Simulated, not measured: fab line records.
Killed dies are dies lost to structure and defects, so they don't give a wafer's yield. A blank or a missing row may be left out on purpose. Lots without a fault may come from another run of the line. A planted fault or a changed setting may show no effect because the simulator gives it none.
Which tool did it? / flow sky130 / route of 708 steps, sampled at 1 step: 6 lots, 18 wafers

## WHAT THE GAUGES READ, wafer by wafer
SKY_VIA3_CD_MEAS_12 targets a cd of 200 nm.
lot=L925; measured=day 40 00:49; on=cdSem-02; cdNm (nm)=202.5 201.6 201.6
lot=L928; measured=day 40 19:57; on=cdSem-02; cdNm (nm)=199.5 199.0 198.6
lot=L931; measured=day 42 13:17; on=cdSem-02; cdNm (nm)=200.8 200.3 200.9
lot=L936; measured=day 44 05:11; on=cdSem-02; cdNm (nm)=201.5 201.9 200.7
lot=L938; measured=day 44 09:40; on=cdSem-02; cdNm (nm)=198.0 200.5 200.4
lot=L945; measured=day 45 12:04; on=cdSem-01; cdNm (nm)=199.6 201.3 200.8

## TOOL THAT RAN EACH LOT (tool first, then ch and the chambers of the sampled wafers, then the start)
There is no process step in the record ahead of these readings.

## THE ANSWER, worked out from the rows above alone
Rule: usual is defined by the lots themselves. Put in order of their means at a reading, lots are off if they are a third of the lots or fewer, leave a main group of 4 or more, and stand apart from it by a gap of 3 or more times the standard deviation of the main group's means; of several such gaps the widest counts. Not used: any main group whose means are identical at the precision the tables above print for the reading. A lot without any number at a reading at which 4 lots or more have one is off too. Any other lot the step has rows for is counted as sound.
Nothing can be told from this: no lot is off at any reading shown.

## WHAT THE SIMULATOR HAD INSERTED
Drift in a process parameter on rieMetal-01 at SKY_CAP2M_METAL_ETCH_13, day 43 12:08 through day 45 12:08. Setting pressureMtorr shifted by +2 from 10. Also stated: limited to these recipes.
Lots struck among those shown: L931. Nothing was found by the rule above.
